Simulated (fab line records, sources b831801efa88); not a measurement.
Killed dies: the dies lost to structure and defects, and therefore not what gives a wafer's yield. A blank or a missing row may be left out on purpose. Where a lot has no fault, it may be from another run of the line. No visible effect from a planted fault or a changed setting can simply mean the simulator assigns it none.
fab line records || flow gf180mcu || part 2 of 2: steps 28 to 40 of 40
record {"lots": 5, "wafers": 15, "last-day": 31}
route steps=602 shown V2@399 M3@409 V3@429
lots with no fault: from the same line, run without faults
start-h: the number of hours between the record's first day and the start of the first shown wafer of the lot || wait-h: hours since the lot's step before || " unchanged from the row above || L1.1+2: several wafers, shown together as one row || - value missing, or start not given || * or withheld: withheld || < > ~ a bound
route shown NAME@n: NAME is a module with steps in the file, n the number in the route of the first one || usual: mean/standard deviation of fault-free wafers || same: alike in all rows || chamber/n: place in a boat || sites: each site's reading || _std_site: how widely they spread, as a standard deviation || _edge_site: the outer-site mean with the inner-site mean subtracted || radius-mm: how far each site lies from the wafer's centre || mask NAME#n: copy n || behind: the tool/chamber that last shaped the wafer || hold: why the lot went on hold/how many hours it stayed there/how the hold came to an end || device: which transistor (n, p or np) failed to switch || end of line: the same wafers' tests at the end of the route || a step with no rows: only its recipe || killed: dies lost to structure and defects at the first sort, not the wafer's yield || map: a wafer's dies, x killed, . not, _ none there
set.NAME: the run value of the setting; set.NAME@STEP: its run value at that earlier step || model.NAME: the simulator's own value behind a step, which no gauge read
certain route steps with their lots: each step a table, each wafer a row
services: when a tool's chamber went out of use (start-h, in hours from the record's first day, below 0 if earlier), for how many hours, and the reason
## steps
# step GF_M3_STRIP_17
# recipe {"chemistry": "O2/N2", "power-w": 1400, "pressure-mtorr": 1500, "platen-temp-c": 250, "o2-flow-sccm": 3000, "n2-flow-sccm": 300, "overash-fraction": 0.5}
# usual {"drypump-motor-current-A": "5.9/0.34", "heater-power-w": "321/32", "oes-product-au": "0.536/0.0051", "strip-time-to-endpoint-s": "7.37/0.048"}
{"lot.wafer": "L074.2", "tool": "plasma-asher-03", "chamber": 0, "start-h": 489.78, "wait-h": 0.1, "drypump-motor-current-A": 6.3, "heater-power-w": 310, "oes-product-au": 0.537, "rf-hours-counter-h": 7, "strip-time-to-endpoint-s": 7.33}
{"lot.wafer": "L074.3", "tool": "plasma-asher-03", "chamber": 0, "start-h": 489.78, "wait-h": 0.1, "drypump-motor-current-A": 6.3, "heater-power-w": 309, "oes-product-au": 0.537, "rf-hours-counter-h": "-", "strip-time-to-endpoint-s": 7.30}
{"lot.wafer": "L074.6", "tool": "plasma-asher-03", "chamber": 0, "start-h": 489.78, "wait-h": 0.1, "drypump-motor-current-A": 6.3, "heater-power-w": 308, "oes-product-au": 0.532, "rf-hours-counter-h": "-", "strip-time-to-endpoint-s": 7.32}
{"lot.wafer": "L075.2", "tool": "plasma-asher-03", "chamber": 0, "start-h": 497.01, "wait-h": 0.2, "drypump-motor-current-A": 6.3, "heater-power-w": 308, "oes-product-au": 0.539, "rf-hours-counter-h": 7, "strip-time-to-endpoint-s": 7.42}
{"lot.wafer": "L075.4", "tool": "plasma-asher-03", "chamber": 1, "start-h": 497.01, "wait-h": 0.2, "drypump-motor-current-A": 5.7, "heater-power-w": 308, "oes-product-au": 0.532, "rf-hours-counter-h": "-", "strip-time-to-endpoint-s": 7.38}
{"lot.wafer": "L075.5", "tool": "plasma-asher-03", "chamber": 0, "start-h": 497.01, "wait-h": 0.2, "drypump-motor-current-A": 6.4, "heater-power-w": 303, "oes-product-au": 0.539, "rf-hours-counter-h": "-", "strip-time-to-endpoint-s": 7.41}
{"lot.wafer": "L077.4", "tool": "plasma-asher-02", "chamber": 0, "start-h": 520.86, "wait-h": 0.1, "drypump-motor-current-A": 5.9, "heater-power-w": 297, "oes-product-au": 0.533, "rf-hours-counter-h": "-", "strip-time-to-endpoint-s": 7.39}
{"lot.wafer": "L077.5", "tool": "plasma-asher-02", "chamber": 1, "start-h": 520.86, "wait-h": 0.1, "drypump-motor-current-A": 5.4, "heater-power-w": 391, "oes-product-au": 0.538, "rf-hours-counter-h": "-", "strip-time-to-endpoint-s": 7.39}
{"lot.wafer": "L077.6", "tool": "plasma-asher-02", "chamber": 0, "start-h": 520.86, "wait-h": 0.1, "drypump-motor-current-A": 5.9, "heater-power-w": 298, "oes-product-au": 0.544, "rf-hours-counter-h": "-", "strip-time-to-endpoint-s": 7.44}
{"lot.wafer": "L078.2", "tool": "plasma-asher-04", "chamber": 1, "start-h": 527.88, "wait-h": 0.1, "drypump-motor-current-A": 5.8, "heater-power-w": 343, "oes-product-au": 0.545, "rf-hours-counter-h": 40, "strip-time-to-endpoint-s": 7.44}
{"lot.wafer": "L078.4", "tool": "plasma-asher-04", "chamber": 0, "start-h": 527.88, "wait-h": 0.1, "drypump-motor-current-A": 6.4, "heater-power-w": 278, "oes-product-au": 0.540, "rf-hours-counter-h": "-", "strip-time-to-endpoint-s": 7.40}
{"lot.wafer": "L078.6", "tool": "plasma-asher-04", "chamber": 1, "start-h": 527.88, "wait-h": 0.1, "drypump-motor-current-A": 5.8, "heater-power-w": 336, "oes-product-au": 0.539, "rf-hours-counter-h": "-", "strip-time-to-endpoint-s": 7.46}
{"lot.wafer": "L082.2", "tool": "plasma-asher-02", "chamber": 1, "start-h": 565.00, "wait-h": 0.1, "drypump-motor-current-A": 5.4, "heater-power-w": 398, "oes-product-au": 0.526, "rf-hours-counter-h": 81, "strip-time-to-endpoint-s": 7.33}
{"lot.wafer": "L082.3", "tool": "plasma-asher-02", "chamber": 1, "start-h": 565.00, "wait-h": 0.1, "drypump-motor-current-A": 5.4, "heater-power-w": 382, "oes-product-au": 0.531, "rf-hours-counter-h": "-", "strip-time-to-endpoint-s": 7.35}
{"lot.wafer": "L082.6", "tool": "plasma-asher-02", "chamber": 0, "start-h": 565.00, "wait-h": 0.1, "drypump-motor-current-A": 5.9, "heater-power-w": 312, "oes-product-au": 0.545, "rf-hours-counter-h": "-", "strip-time-to-endpoint-s": 7.36}
# step GF_M3_STRIP_18
# recipe {"chemistry": "post-etch-residue-remover", "time-s": 1200, "temp-c": 72.5}
# usual {"bath-guard-temp-C": "72.5/0.46"}
{"lot.wafer": "L074.2", "tool": "wet-bench-01", "chamber": 1, "start-h": 489.88, "wait-h": 0.1, "bath-guard-temp-C": 72.1}
{"lot.wafer": "L074.3", "tool": "wet-bench-01", "chamber": 1, "start-h": 489.88, "wait-h": 0.1, "bath-guard-temp-C": 71.9}
{"lot.wafer": "L074.6", "tool": "wet-bench-01", "chamber": 1, "start-h": 489.88, "wait-h": 0.1, "bath-guard-temp-C": 71.9}
{"lot.wafer": "L075.2", "tool": "wet-bench-01", "chamber": 0, "start-h": 497.11, "wait-h": 0.1, "bath-guard-temp-C": 73.0}
{"lot.wafer": "L075.4", "tool": "wet-bench-01", "chamber": 0, "start-h": 497.11, "wait-h": 0.1, "bath-guard-temp-C": 72.7}
{"lot.wafer": "L075.5", "tool": "wet-bench-01", "chamber": 0, "start-h": 497.11, "wait-h": 0.1, "bath-guard-temp-C": 72.9}
{"lot.wafer": "L077.4", "tool": "wet-bench-01", "chamber": 1, "start-h": 520.93, "wait-h": 0.0, "bath-guard-temp-C": 71.9}
{"lot.wafer": "L077.5", "tool": "wet-bench-01", "chamber": 1, "start-h": 520.93, "wait-h": 0.0, "bath-guard-temp-C": 71.9}
{"lot.wafer": "L077.6", "tool": "wet-bench-01", "chamber": 1, "start-h": 520.93, "wait-h": 0.0, "bath-guard-temp-C": 72.1}
{"lot.wafer": "L078.2", "tool": "wet-bench-04", "chamber": 2, "start-h": 527.98, "wait-h": 0.1, "bath-guard-temp-C": 72.4}
{"lot.wafer": "L078.4", "tool": "wet-bench-04", "chamber": 2, "start-h": 527.98, "wait-h": 0.1, "bath-guard-temp-C": 72.5}
{"lot.wafer": "L078.6", "tool": "wet-bench-04", "chamber": 2, "start-h": 527.98, "wait-h": 0.1, "bath-guard-temp-C": 72.1}
{"lot.wafer": "L082.2", "tool": "wet-bench-04", "chamber": 1, "start-h": 565.10, "wait-h": 0.1, "bath-guard-temp-C": 73.0}
{"lot.wafer": "L082.3", "tool": "wet-bench-04", "chamber": 1, "start-h": 565.10, "wait-h": 0.1, "bath-guard-temp-C": 73.2}
{"lot.wafer": "L082.6", "tool": "wet-bench-04", "chamber": 1, "start-h": 565.10, "wait-h": 0.1, "bath-guard-temp-C": 73.2}
# step GF_M3_CLEAN_19
# recipe {"chemistry": "DIW", "dry": "n2-spin"}
{"lot.wafer": "L074.2+3+6", "tool": "wet-bench-02", "chamber": 2, "start-h": 490.22, "wait-h": 0.0}
{"lot.wafer": "L075.2+4+5", "tool": "wet-bench-02", "chamber": 1, "start-h": 497.45, "wait-h": 0.0}
{"lot.wafer": "L077.4+5+6", "tool": "wet-bench-02", "chamber": 2, "start-h": 521.27, "wait-h": 0.0}
{"lot.wafer": "L078.2+4+6", "tool": "wet-bench-01", "chamber": 0, "start-h": 528.32, "wait-h": 0.0}
{"lot.wafer": "L082.2+3+6", "tool": "wet-bench-01", "chamber": 2, "start-h": 565.45, "wait-h": 0.0}
# step GF_V3_CVD_00
# recipe {"material": "SiO2", "target-thk-nm": 600, "sigma-open-frac": 0.3, "temp-c": 400, "time-s": 100, "sih4-flow-sccm": 60, "pressure-mtorr": 6}
{"lot.wafer": "L074.2+3+6", "tool": "hdpcvd-01", "chamber": "1,0,1", "start-h": 490.31, "wait-h": 0.0}
{"lot.wafer": "L075.2+4+5", "tool": "hdpcvd-01", "chamber": "2,2,0", "start-h": 497.54, "wait-h": 0.0}
{"lot.wafer": "L077.4+5+6", "tool": "hdpcvd-02", "chamber": "0,1,2", "start-h": 521.40, "wait-h": 0.0}
{"lot.wafer": "L078.2+4+6", "tool": "hdpcvd-01", "chamber": "1,0,1", "start-h": 528.41, "wait-h": 0.0}
{"lot.wafer": "L082.2+3+6", "tool": "hdpcvd-02", "chamber": "1,0,1", "start-h": 565.54, "wait-h": 0.0}
# step GF_V3_THK_MEAS_01
# recipe {"reads": "SiO2_of_V3_CVD_00"}
# usual {"V3_CVD_00_THK": "601/6.7"}
{"lot.wafer": "L074.2", "tool": "film-metro-02", "chamber": "-", "start-h": 490.40, "wait-h": 0.0, "V3_CVD_00_THK[nm]": 601}
{"lot.wafer": "L074.3", "tool": "film-metro-02", "chamber": "-", "start-h": 490.40, "wait-h": 0.0, "V3_CVD_00_THK[nm]": 601}
{"lot.wafer": "L074.6", "tool": "film-metro-02", "chamber": "-", "start-h": 490.40, "wait-h": 0.0, "V3_CVD_00_THK[nm]": 598}
{"lot.wafer": "L075.2", "tool": "film-metro-02", "chamber": "-", "start-h": 497.62, "wait-h": 0.0, "V3_CVD_00_THK[nm]": 601}
{"lot.wafer": "L075.4", "tool": "film-metro-02", "chamber": "-", "start-h": 497.62, "wait-h": 0.0, "V3_CVD_00_THK[nm]": 611}
{"lot.wafer": "L075.5", "tool": "film-metro-02", "chamber": "-", "start-h": 497.62, "wait-h": 0.0, "V3_CVD_00_THK[nm]": 596}
{"lot.wafer": "L077.4", "tool": "film-metro-03", "chamber": "-", "start-h": 521.47, "wait-h": 0.0, "V3_CVD_00_THK[nm]": 599}
{"lot.wafer": "L077.5", "tool": "film-metro-03", "chamber": "-", "start-h": 521.47, "wait-h": 0.0, "V3_CVD_00_THK[nm]": 600}
{"lot.wafer": "L077.6", "tool": "film-metro-03", "chamber": "-", "start-h": 521.47, "wait-h": 0.0, "V3_CVD_00_THK[nm]": 605}
{"lot.wafer": "L078.2", "tool": "film-metro-03", "chamber": "-", "start-h": 528.50, "wait-h": 0.0, "V3_CVD_00_THK[nm]": 597}
{"lot.wafer": "L078.4", "tool": "film-metro-03", "chamber": "-", "start-h": 528.50, "wait-h": 0.0, "V3_CVD_00_THK[nm]": 603}
{"lot.wafer": "L078.6", "tool": "film-metro-03", "chamber": "-", "start-h": 528.50, "wait-h": 0.0, "V3_CVD_00_THK[nm]": 592}
{"lot.wafer": "L082.2", "tool": "film-metro-02", "chamber": "-", "start-h": 565.62, "wait-h": 0.0, "V3_CVD_00_THK[nm]": 601}
{"lot.wafer": "L082.3", "tool": "film-metro-02", "chamber": "-", "start-h": 565.62, "wait-h": 0.0, "V3_CVD_00_THK[nm]": 585}
{"lot.wafer": "L082.6", "tool": "film-metro-02", "chamber": "-", "start-h": 565.62, "wait-h": 0.0, "V3_CVD_00_THK[nm]": 599}
# step GF_V3_CVD_02
# recipe {"material": "SiO2", "target-thk-nm": 850, "precursor": "TEOS", "temp-c": 400, "time-s": 94.851, "rf-w": 600}
# usual {"heater-power-w": "621/93", "rf-fwd-power-W": "595.7/2.1"}
{"lot.wafer": "L074.2", "tool": "pecvd-01", "chamber": 2, "start-h": 490.45, "wait-h": 0.0, "heater-power-w": 506, "rf-fwd-power-W": 597.8, "since-wet-clean-h": 316}
{"lot.wafer": "L074.3", "tool": "pecvd-01", "chamber": 1, "start-h": 490.45, "wait-h": 0.0, "heater-power-w": 652, "rf-fwd-power-W": 593.1, "since-wet-clean-h": 316}
{"lot.wafer": "L074.6", "tool": "pecvd-01", "chamber": 2, "start-h": 490.45, "wait-h": 0.0, "heater-power-w": 561, "rf-fwd-power-W": 598.4, "since-wet-clean-h": "-"}
{"lot.wafer": "L075.2", "tool": "pecvd-04", "chamber": 2, "start-h": 497.67, "wait-h": 0.0, "heater-power-w": 654, "rf-fwd-power-W": 594.4, "since-wet-clean-h": 531}
{"lot.wafer": "L075.4", "tool": "pecvd-04", "chamber": 0, "start-h": 497.67, "wait-h": 0.0, "heater-power-w": 772, "rf-fwd-power-W": 598.9, "since-wet-clean-h": "-"}
{"lot.wafer": "L075.5", "tool": "pecvd-04", "chamber": 2, "start-h": 497.67, "wait-h": 0.0, "heater-power-w": 678, "rf-fwd-power-W": 594.9, "since-wet-clean-h": "-"}
{"lot.wafer": "L077.4", "tool": "pecvd-03", "chamber": 2, "start-h": 521.53, "wait-h": 0.1, "heater-power-w": 704, "rf-fwd-power-W": 598.0, "since-wet-clean-h": "-"}
{"lot.wafer": "L077.5", "tool": "pecvd-03", "chamber": 1, "start-h": 521.53, "wait-h": 0.1, "heater-power-w": 688, "rf-fwd-power-W": 598.1, "since-wet-clean-h": "-"}
{"lot.wafer": "L077.6", "tool": "pecvd-03", "chamber": 0, "start-h": 521.53, "wait-h": 0.1, "heater-power-w": 526, "rf-fwd-power-W": 594.9, "since-wet-clean-h": "-"}
{"lot.wafer": "L078.2", "tool": "pecvd-04", "chamber": 2, "start-h": 528.55, "wait-h": 0.0, "heater-power-w": 638, "rf-fwd-power-W": 595.0, "since-wet-clean-h": 562}
{"lot.wafer": "L078.4", "tool": "pecvd-04", "chamber": 2, "start-h": 528.55, "wait-h": 0.0, "heater-power-w": 666, "rf-fwd-power-W": 592.1, "since-wet-clean-h": "-"}
{"lot.wafer": "L078.6", "tool": "pecvd-04", "chamber": 0, "start-h": 528.55, "wait-h": 0.0, "heater-power-w": 709, "rf-fwd-power-W": 591.4, "since-wet-clean-h": "-"}
{"lot.wafer": "L082.2", "tool": "pecvd-03", "chamber": 0, "start-h": 565.67, "wait-h": 0.0, "heater-power-w": 613, "rf-fwd-power-W": 593.6, "since-wet-clean-h": 183}
{"lot.wafer": "L082.3", "tool": "pecvd-03", "chamber": 2, "start-h": 565.67, "wait-h": 0.0, "heater-power-w": 662, "rf-fwd-power-W": 598.6, "since-wet-clean-h": 183}
{"lot.wafer": "L082.6", "tool": "pecvd-03", "chamber": 0, "start-h": 565.67, "wait-h": 0.0, "heater-power-w": 642, "rf-fwd-power-W": 594.4, "since-wet-clean-h": "-"}
# step GF_V3_THK_MEAS_03
# recipe {"reads": "SiO2_of_V3_CVD_02"}
# usual {"V3_CVD_02_THK": "850/13"}
{"lot.wafer": "L074.2", "tool": "film-metro-02", "chamber": "-", "start-h": 490.53, "wait-h": 0.0, "V3_CVD_02_THK[nm]": 828}
{"lot.wafer": "L074.3", "tool": "film-metro-02", "chamber": "-", "start-h": 490.53, "wait-h": 0.0, "V3_CVD_02_THK[nm]": 847}
{"lot.wafer": "L074.6", "tool": "film-metro-02", "chamber": "-", "start-h": 490.53, "wait-h": 0.0, "V3_CVD_02_THK[nm]": 833}
{"lot.wafer": "L075.2", "tool": "film-metro-03", "chamber": "-", "start-h": 497.75, "wait-h": 0.0, "V3_CVD_02_THK[nm]": 845}
{"lot.wafer": "L075.4", "tool": "film-metro-03", "chamber": "-", "start-h": 497.75, "wait-h": 0.0, "V3_CVD_02_THK[nm]": 863}
{"lot.wafer": "L075.5", "tool": "film-metro-03", "chamber": "-", "start-h": 497.75, "wait-h": 0.0, "V3_CVD_02_THK[nm]": 863}
{"lot.wafer": "L077.4", "tool": "film-metro-03", "chamber": "-", "start-h": 521.59, "wait-h": 0.0, "V3_CVD_02_THK[nm]": 851}
{"lot.wafer": "L077.5", "tool": "film-metro-03", "chamber": "-", "start-h": 521.59, "wait-h": 0.0, "V3_CVD_02_THK[nm]": 840}
{"lot.wafer": "L077.6", "tool": "film-metro-03", "chamber": "-", "start-h": 521.59, "wait-h": 0.0, "V3_CVD_02_THK[nm]": 865}
{"lot.wafer": "L078.2", "tool": "film-metro-03", "chamber": "-", "start-h": 528.62, "wait-h": 0.0, "V3_CVD_02_THK[nm]": 846}
{"lot.wafer": "L078.4", "tool": "film-metro-03", "chamber": "-", "start-h": 528.62, "wait-h": 0.0, "V3_CVD_02_THK[nm]": 847}
{"lot.wafer": "L078.6", "tool": "film-metro-03", "chamber": "-", "start-h": 528.62, "wait-h": 0.0, "V3_CVD_02_THK[nm]": 847}
{"lot.wafer": "L082.2", "tool": "film-metro-04", "chamber": "-", "start-h": 565.75, "wait-h": 0.0, "V3_CVD_02_THK[nm]": 847}
{"lot.wafer": "L082.3", "tool": "film-metro-04", "chamber": "-", "start-h": 565.75, "wait-h": 0.0, "V3_CVD_02_THK[nm]": 830}
{"lot.wafer": "L082.6", "tool": "film-metro-04", "chamber": "-", "start-h": 565.75, "wait-h": 0.0, "V3_CVD_02_THK[nm]": 858}
# step GF_V3_CMP_04
# recipe {"material": "SiO2", "down-force-psi": 4, "platen-rpm": 60, "pad-velocity-m-s": 0.94248}
# usual {"motor-current-A": "12.2/1.2", "time-to-endpoint-s": "78/5.8"}
{"lot.wafer": "L074.2", "tool": "cmp-02", "chamber": 2, "start-h": 490.58, "wait-h": 0.0, "motor-current-A": 11.9, "time-to-endpoint-s": 67}
{"lot.wafer": "L074.3", "tool": "cmp-02", "chamber": 0, "start-h": 490.58, "wait-h": 0.0, "motor-current-A": 11.7, "time-to-endpoint-s": 75}
{"lot.wafer": "L074.6", "tool": "cmp-02", "chamber": 3, "start-h": 490.58, "wait-h": 0.0, "motor-current-A": 13.5, "time-to-endpoint-s": 74}
{"lot.wafer": "L075.2", "tool": "cmp-01", "chamber": 2, "start-h": 497.80, "wait-h": 0.0, "motor-current-A": 12.8, "time-to-endpoint-s": 78}
{"lot.wafer": "L075.4", "tool": "cmp-01", "chamber": 3, "start-h": 497.80, "wait-h": 0.0, "motor-current-A": 13.2, "time-to-endpoint-s": 83}
{"lot.wafer": "L075.5", "tool": "cmp-01", "chamber": 3, "start-h": 497.80, "wait-h": 0.0, "motor-current-A": 13.0, "time-to-endpoint-s": 83}
{"lot.wafer": "L077.4", "tool": "cmp-01", "chamber": 0, "start-h": 521.62, "wait-h": 0.0, "motor-current-A": 11.0, "time-to-endpoint-s": 85}
{"lot.wafer": "L077.5", "tool": "cmp-01", "chamber": 0, "start-h": 521.62, "wait-h": 0.0, "motor-current-A": 11.4, "time-to-endpoint-s": 79}
{"lot.wafer": "L077.6", "tool": "cmp-01", "chamber": 1, "start-h": 521.62, "wait-h": 0.0, "motor-current-A": 10.9, "time-to-endpoint-s": 89}
{"lot.wafer": "L078.4", "tool": "cmp-02", "chamber": 0, "start-h": 528.67, "wait-h": 0.0, "motor-current-A": 11.7, "time-to-endpoint-s": 82}
{"lot.wafer": "L078.2", "tool": "cmp-02", "chamber": 1, "start-h": 528.67, "wait-h": 0.0, "motor-current-A": 11.6, "time-to-endpoint-s": 76}
{"lot.wafer": "L078.6", "tool": "cmp-02", "chamber": 1, "start-h": 528.67, "wait-h": 0.0, "motor-current-A": 11.8, "time-to-endpoint-s": 78}
{"lot.wafer": "L082.3", "tool": "cmp-02", "chamber": 2, "start-h": 565.80, "wait-h": 0.0, "motor-current-A": 12.1, "time-to-endpoint-s": 69}
{"lot.wafer": "L082.2", "tool": "cmp-02", "chamber": 0, "start-h": 565.80, "wait-h": 0.0, "motor-current-A": 11.1, "time-to-endpoint-s": 82}
{"lot.wafer": "L082.6", "tool": "cmp-02", "chamber": 3, "start-h": 565.80, "wait-h": 0.0, "motor-current-A": 13.8, "time-to-endpoint-s": 84}
# step GF_V3_BOW_MEAS_05
# recipe {"mode": "bow"}
# usual {"V3_BOW": "117/8.6"}
{"lot.wafer": "L074.2", "tool": "film-metro-04", "chamber": "-", "start-h": 490.90, "wait-h": 0.3, "V3_BOW[um]": 108}
{"lot.wafer": "L074.3", "tool": "film-metro-04", "chamber": "-", "start-h": 490.90, "wait-h": 0.3, "V3_BOW[um]": 123}
{"lot.wafer": "L074.6", "tool": "film-metro-04", "chamber": "-", "start-h": 490.90, "wait-h": 0.3, "V3_BOW[um]": 111}
{"lot.wafer": "L075.2", "tool": "film-metro-02", "chamber": "-", "start-h": 498.12, "wait-h": 0.3, "V3_BOW[um]": 119}
{"lot.wafer": "L075.4", "tool": "film-metro-02", "chamber": "-", "start-h": 498.12, "wait-h": 0.3, "V3_BOW[um]": 126}
{"lot.wafer": "L075.5", "tool": "film-metro-02", "chamber": "-", "start-h": 498.12, "wait-h": 0.3, "V3_BOW[um]": 116}
{"lot.wafer": "L077.4", "tool": "film-metro-03", "chamber": "-", "start-h": 521.98, "wait-h": 0.3, "V3_BOW[um]": 131}
{"lot.wafer": "L077.5", "tool": "film-metro-03", "chamber": "-", "start-h": 521.98, "wait-h": 0.3, "V3_BOW[um]": 136}
{"lot.wafer": "L077.6", "tool": "film-metro-03", "chamber": "-", "start-h": 521.98, "wait-h": 0.3, "V3_BOW[um]": 119}
{"lot.wafer": "L078.2", "tool": "film-metro-02", "chamber": "-", "start-h": 528.99, "wait-h": 0.2, "V3_BOW[um]": 116}
{"lot.wafer": "L078.4", "tool": "film-metro-02", "chamber": "-", "start-h": 528.99, "wait-h": 0.2, "V3_BOW[um]": 121}
{"lot.wafer": "L078.6", "tool": "film-metro-02", "chamber": "-", "start-h": 528.99, "wait-h": 0.2, "V3_BOW[um]": 110}
{"lot.wafer": "L082.2", "tool": "film-metro-03", "chamber": "-", "start-h": 566.12, "wait-h": 0.2, "V3_BOW[um]": 117}
{"lot.wafer": "L082.3", "tool": "film-metro-03", "chamber": "-", "start-h": 566.12, "wait-h": 0.2, "V3_BOW[um]": 116}
{"lot.wafer": "L082.6", "tool": "film-metro-03", "chamber": "-", "start-h": 566.12, "wait-h": 0.2, "V3_BOW[um]": 123}
# step GF_V3_DEHYDRATE_06
# recipe {"temp-c": 200, "time-s": 60}
{"lot.wafer": "L074.2+3+6", "tool": "litho-track-04", "chamber": 0, "start-h": 502.57, "wait-h": 11.7}
{"lot.wafer": "L075.2+4+5", "tool": "litho-track-04", "chamber": 0, "start-h": 509.02, "wait-h": 10.9}
{"lot.wafer": "L077.4+5+6", "tool": "litho-track-01", "chamber": 0, "start-h": 533.14, "wait-h": 11.1}
{"lot.wafer": "L078.2+4+6", "tool": "litho-track-04", "chamber": 0, "start-h": 540.02, "wait-h": 11.0}
{"lot.wafer": "L082.2+3+6", "tool": "litho-track-04", "chamber": 0, "start-h": 576.92, "wait-h": 10.8}
# step GF_V3_HMDS_07
# recipe {"prime-time-s": 60, "prime-temp-c": 120}
{"lot.wafer": "L074.2+3+6", "tool": "litho-track-04", "chamber": 0, "start-h": 502.72, "wait-h": 0.1}
{"lot.wafer": "L075.2+4+5", "tool": "litho-track-04", "chamber": 0, "start-h": 509.17, "wait-h": 0.1}
{"lot.wafer": "L077.4+5+6", "tool": "litho-track-01", "chamber": 0, "start-h": 533.29, "wait-h": 0.1}
{"lot.wafer": "L078.2+4+6", "tool": "litho-track-04", "chamber": 0, "start-h": 540.17, "wait-h": 0.1}
{"lot.wafer": "L082.2+3+6", "tool": "litho-track-04", "chamber": 0, "start-h": 577.07, "wait-h": 0.1}
# step GF_V3_COAT_08
# recipe {"resist": "BARC", "temp-c": "withheld", "time-s": "withheld", "spin-rpm": "withheld", "resist-thk-nm": "withheld"}
{"lot.wafer": "L074.2+3+6", "tool": "litho-track-04", "chamber": 0, "start-h": 502.87, "wait-h": 0.1}
{"lot.wafer": "L075.2+4+5", "tool": "litho-track-04", "chamber": 0, "start-h": 509.32, "wait-h": 0.1}
{"lot.wafer": "L077.4+5+6", "tool": "litho-track-01", "chamber": 0, "start-h": 533.44, "wait-h": 0.1}
{"lot.wafer": "L078.2+4+6", "tool": "litho-track-04", "chamber": 0, "start-h": 540.32, "wait-h": 0.1}
{"lot.wafer": "L082.2+3+6", "tool": "litho-track-04", "chamber": 0, "start-h": 577.22, "wait-h": 0.1}
# step GF_V3_COAT_09
# recipe {"resist": "KrF", "spin-rpm": "withheld", "resist-thk-nm": 1000}
{"lot.wafer": "L074.2+3+6", "tool": "litho-track-04", "chamber": 0, "start-h": "-", "wait-h": "-"}
{"lot.wafer": "L075.2+4+5", "tool": "litho-track-04", "chamber": 0, "start-h": "-", "wait-h": "-"}
{"lot.wafer": "L077.4+5+6", "tool": "litho-track-01", "chamber": 0, "start-h": "-", "wait-h": "-"}
{"lot.wafer": "L078.2+4+6", "tool": "litho-track-04", "chamber": 0, "start-h": "-", "wait-h": "-"}
{"lot.wafer": "L082.2+3+6", "tool": "litho-track-04", "chamber": 0, "start-h": "-", "wait-h": "-"}
## services
{"tool": "rie-metal-04", "chamber": 0, "start-h": 442.92, "hours": 14.4, "kind": "repair"}
{"tool": "pecvd-03", "chamber": 0, "start-h": 443.86, "hours": 15.1, "kind": "repair"}
{"tool": "cvd-w-01", "chamber": "-", "start-h": 452.90, "hours": 1.5, "kind": "repair"}
{"tool": "krf-scanner-01", "chamber": "-", "start-h": 458.61, "hours": 1.3, "kind": "pm"}
{"tool": "cmp-01", "chamber": "-", "start-h": 459.43, "hours": 15.1, "kind": "pm"}
{"tool": "pvd-sputter-02", "chamber": "-", "start-h": 468.62, "hours": 5.7, "kind": "repair"}
{"tool": "wet-bench-01", "chamber": "-", "start-h": 469.38, "hours": 1.9, "kind": "repair"}
{"tool": "wet-bench-01", "chamber": "-", "start-h": 482.10, "hours": 3.9, "kind": "repair"}
{"tool": "cmp-01", "chamber": "-", "start-h": 498.85, "hours": 0.6, "kind": "repair"}
{"tool": "hdpcvd-01", "chamber": "-", "start-h": 498.99, "hours": 4.3, "kind": "pm"}
{"tool": "wet-bench-01", "chamber": "-", "start-h": 500.76, "hours": 1.7, "kind": "repair"}
{"tool": "plasma-asher-01", "chamber": "-", "start-h": 501.59, "hours": 2.8, "kind": "pm"}
{"tool": "plasma-asher-01", "chamber": "-", "start-h": 515.56, "hours": 2.4, "kind": "repair"}
{"tool": "plasma-asher-03", "chamber": "-", "start-h": 524.04, "hours": 0.4, "kind": "repair"}
{"tool": "cvd-w-02", "chamber": "-", "start-h": 526.95, "hours": 2.8, "kind": "pm"}
{"tool": "cmp-01", "chamber": "-", "start-h": 528.63, "hours": 7.4, "kind": "repair"}
{"tool": "krf-scanner-01", "chamber": "-", "start-h": 530.39, "hours": 0.8, "kind": "pm"}
{"tool": "pvd-sputter-04", "chamber": "-", "start-h": 532.45, "hours": 2.3, "kind": "repair"}
{"tool": "krf-scanner-01", "chamber": "-", "start-h": 535.14, "hours": 4.0, "kind": "pm"}
{"tool": "hdpcvd-01", "chamber": "-", "start-h": 539.29, "hours": 15.0, "kind": "pm"}
{"tool": "cvd-w-02", "chamber": 1, "start-h": 540.44, "hours": 8.7, "kind": "repair"}
{"tool": "hdpcvd-01", "chamber": "-", "start-h": 567.65, "hours": 0.4, "kind": "repair"}
{"tool": "cmp-01", "chamber": "-", "start-h": 572.00, "hours": 4.0, "kind": "pm"}
{"tool": "plasma-asher-03", "chamber": "-", "start-h": 576.81, "hours": 2.0, "kind": "repair"}
